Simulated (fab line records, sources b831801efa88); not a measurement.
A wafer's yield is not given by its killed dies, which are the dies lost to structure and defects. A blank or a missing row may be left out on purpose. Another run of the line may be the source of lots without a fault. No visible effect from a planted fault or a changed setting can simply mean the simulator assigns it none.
Check for tools in common || flow gf180mcu || 14 lots and 42 wafers in the sample

== WHAT PROMPTED THE OPENING ==
Of 14 lots, 2 have the reading VT_IMPLANT_2_TW flagged at GF_VT_IMPLANT_TW_MEAS_21. Wafers without a fault read 1199, standard deviation 12.
Rule: a lot is flagged in two cases, either no wafer of it has a number, or all its wafers with numbers fall more than 4 standard deviations from that mean. As for the other lots, they are considered sound.

{"lot": "L945", "measured": "day 6 08:11", "on": "film_metro-01", "VT_IMPLANT_2_TW, wafer by wafer": "1214 1215 1218", "flag": ""}
{"lot": "L946", "measured": "day 6 11:06", "on": "film_metro-02", "VT_IMPLANT_2_TW, wafer by wafer": "1190 1193 1195", "flag": ""}
{"lot": "L948", "measured": "day 7 01:48", "on": "film_metro-03", "VT_IMPLANT_2_TW, wafer by wafer": "1179 1179 1185", "flag": ""}
{"lot": "L949", "measured": "day 7 05:38", "on": "film_metro-01", "VT_IMPLANT_2_TW, wafer by wafer": "1206 1203 1211", "flag": ""}
{"lot": "L950", "measured": "day 7 10:40", "on": "film_metro-03", "VT_IMPLANT_2_TW, wafer by wafer": "1191 1180 1193", "flag": ""}
{"lot": "L951", "measured": "day 7 17:56", "on": "film_metro-02", "VT_IMPLANT_2_TW, wafer by wafer": "1190 1194 1193", "flag": ""}
{"lot": "L954", "measured": "day 8 12:47", "on": "film_metro-01", "VT_IMPLANT_2_TW, wafer by wafer": "1218 1217 1210", "flag": ""}
{"lot": "L955", "measured": "day 8 19:59", "on": "film_metro-01", "VT_IMPLANT_2_TW, wafer by wafer": "1214 1212 1206", "flag": ""}
{"lot": "L957", "measured": "day 9 08:38", "on": "film_metro-03", "VT_IMPLANT_2_TW, wafer by wafer": "1180 1180 1187", "flag": ""}
{"lot": "L962", "measured": "day 10 16:49", "on": "film_metro-01", "VT_IMPLANT_2_TW, wafer by wafer": "30 30 30", "flag": "FLAGGED"}
{"lot": "L963", "measured": "day 10 20:52", "on": "film_metro-02", "VT_IMPLANT_2_TW, wafer by wafer": "30 30 30", "flag": "FLAGGED"}
{"lot": "L966", "measured": "day 11 13:46", "on": "film_metro-03", "VT_IMPLANT_2_TW, wafer by wafer": "1183 1187 1182", "flag": ""}
{"lot": "L967", "measured": "day 11 21:33", "on": "film_metro-02", "VT_IMPLANT_2_TW, wafer by wafer": "1196 1198 1201", "flag": ""}
{"lot": "L968", "measured": "day 12 09:30", "on": "film_metro-01", "VT_IMPLANT_2_TW, wafer by wafer": "1209 1206 1208", "flag": ""}
The mean of the flagged lots' numbers is 30, -1169 from the usual (-97 standard deviations).

== WHICH TOOL EACH LOT WENT THROUGH ==
Before the reading, the record contains 2 process steps out of a 602-step route. Every cell lists first the tool, next ch and the chambers used by the sampled wafers, and last the start.
{"lot": "L945", "flag": "", "GF_VT_IMPLANT_STRIP_09": "plasma_asher-01 ch 0, day 5 17:43", "GF_VT_IMPLANT_STRIP_20": "plasma_asher-03 ch 0,1, day 6 08:05"}
{"lot": "L946", "flag": "", "GF_VT_IMPLANT_STRIP_09": "plasma_asher-01 ch 0,1, day 5 20:51", "GF_VT_IMPLANT_STRIP_20": "plasma_asher-03 ch 0,1, day 6 11:00"}
{"lot": "L948", "flag": "", "GF_VT_IMPLANT_STRIP_09": "plasma_asher-04 ch 0,1, day 6 10:38", "GF_VT_IMPLANT_STRIP_20": "plasma_asher-03 ch 0,1, day 7 01:42"}
{"lot": "L949", "flag": "", "GF_VT_IMPLANT_STRIP_09": "plasma_asher-01 ch 0,1, day 6 13:32", "GF_VT_IMPLANT_STRIP_20": "plasma_asher-01 ch 0,1, day 7 05:31"}
{"lot": "L950", "flag": "", "GF_VT_IMPLANT_STRIP_09": "plasma_asher-04 ch 0,1, day 6 19:47", "GF_VT_IMPLANT_STRIP_20": "plasma_asher-03 ch 0,1, day 7 10:34"}
{"lot": "L951", "flag": "", "GF_VT_IMPLANT_STRIP_09": "plasma_asher-04 ch 0,1, day 7 03:03", "GF_VT_IMPLANT_STRIP_20": "plasma_asher-04 ch 0,1, day 7 17:50"}
{"lot": "L954", "flag": "", "GF_VT_IMPLANT_STRIP_09": "plasma_asher-03 ch 0,1, day 7 20:22", "GF_VT_IMPLANT_STRIP_20": "plasma_asher-04 ch 0,1, day 8 12:41"}
{"lot": "L955", "flag": "", "GF_VT_IMPLANT_STRIP_09": "plasma_asher-04 ch 0,1, day 8 03:43", "GF_VT_IMPLANT_STRIP_20": "plasma_asher-01 ch 0,1, day 8 19:53"}
{"lot": "L957", "flag": "", "GF_VT_IMPLANT_STRIP_09": "plasma_asher-01 ch 0,1, day 8 16:04", "GF_VT_IMPLANT_STRIP_20": "plasma_asher-04 ch 0,1, day 9 08:32"}
{"lot": "L962", "flag": "FLAGGED", "GF_VT_IMPLANT_STRIP_09": "plasma_asher-01 ch 0,1, day 9 23:53", "GF_VT_IMPLANT_STRIP_20": "plasma_asher-01 ch 0,1, day 10 16:43"}
{"lot": "L963", "flag": "FLAGGED", "GF_VT_IMPLANT_STRIP_09": "plasma_asher-04 ch 1, day 10 03:35", "GF_VT_IMPLANT_STRIP_20": "plasma_asher-01 ch 0,1, day 10 20:46"}
{"lot": "L966", "flag": "", "GF_VT_IMPLANT_STRIP_09": "plasma_asher-03 ch 0,1, day 10 19:28", "GF_VT_IMPLANT_STRIP_20": "plasma_asher-04 ch 0,1, day 11 13:39"}
{"lot": "L967", "flag": "", "GF_VT_IMPLANT_STRIP_09": "plasma_asher-04 ch 0,1, day 11 02:35", "GF_VT_IMPLANT_STRIP_20": "plasma_asher-01 ch 0,1, day 11 21:28"}
{"lot": "L968", "flag": "", "GF_VT_IMPLANT_STRIP_09": "plasma_asher-03 ch 0,1, day 11 13:21", "GF_VT_IMPLANT_STRIP_20": "plasma_asher-04 ch 0,1, day 12 09:24"}
What these steps do:
- GF_VT_IMPLANT_STRIP_09: strips in O2/N2.
- GF_VT_IMPLANT_STRIP_20: strips in O2/N2.
- GF_VT_IMPLANT_TW_MEAS_21

== FLAGGED AGAINST TOTAL, ONE TOOL AT A TIME (gauges that did the reading follow at the end) ==
{"step": "GF_VT_IMPLANT_STRIP_09", "tool": "plasma_asher-01", "lots run": 5, "flagged": 1, "share of the flagged lots": "some", "sound lots run after its first flagged lot": 0}
{"step": "GF_VT_IMPLANT_STRIP_09", "tool": "plasma_asher-03", "lots run": 3, "flagged": 0, "share of the flagged lots": "none", "sound lots run after its first flagged lot": "-"}
{"step": "GF_VT_IMPLANT_STRIP_09", "tool": "plasma_asher-04", "lots run": 6, "flagged": 1, "share of the flagged lots": "some", "sound lots run after its first flagged lot": "1 (L967)"}
{"step": "GF_VT_IMPLANT_STRIP_20", "tool": "plasma_asher-01", "lots run": 5, "flagged": 2, "share of the flagged lots": "all", "sound lots run after its first flagged lot": "1 (L967)"}
{"step": "GF_VT_IMPLANT_STRIP_20", "tool": "plasma_asher-03", "lots run": 4, "flagged": 0, "share of the flagged lots": "none", "sound lots run after its first flagged lot": "-"}
{"step": "GF_VT_IMPLANT_STRIP_20", "tool": "plasma_asher-04", "lots run": 5, "flagged": 0, "share of the flagged lots": "none", "sound lots run after its first flagged lot": "-"}
{"step": "GF_VT_IMPLANT_TW_MEAS_21", "tool": "film_metro-01", "lots run": 6, "flagged": 1, "share of the flagged lots": "some", "sound lots run after its first flagged lot": "1 (L968)"}
{"step": "GF_VT_IMPLANT_TW_MEAS_21", "tool": "film_metro-02", "lots run": 4, "flagged": 1, "share of the flagged lots": "some", "sound lots run after its first flagged lot": "1 (L967)"}
{"step": "GF_VT_IMPLANT_TW_MEAS_21", "tool": "film_metro-03", "lots run": 4, "flagged": 0, "share of the flagged lots": "none", "sound lots run after its first flagged lot": "-"}

== WHAT THE TABLE PERMITS ==
1 row of the table ran every flagged lot: plasma_asher-01 at GF_VT_IMPLANT_STRIP_20.
- plasma_asher-01 at GF_VT_IMPLANT_STRIP_20: 2 of its 5 lots flagged. After the first flagged lot (L967), sound lots still ran on it; a lasting fault on the whole tool would not permit that. Its own readings (strip_time_to_endpoint_s) fall more than 4 standard deviations out on all wafers of the flagged lots.
Every row of the table either missed a flagged lot or ran a sound lot after the first.

== WHAT THE SIMULATOR HAD INSERTED ==
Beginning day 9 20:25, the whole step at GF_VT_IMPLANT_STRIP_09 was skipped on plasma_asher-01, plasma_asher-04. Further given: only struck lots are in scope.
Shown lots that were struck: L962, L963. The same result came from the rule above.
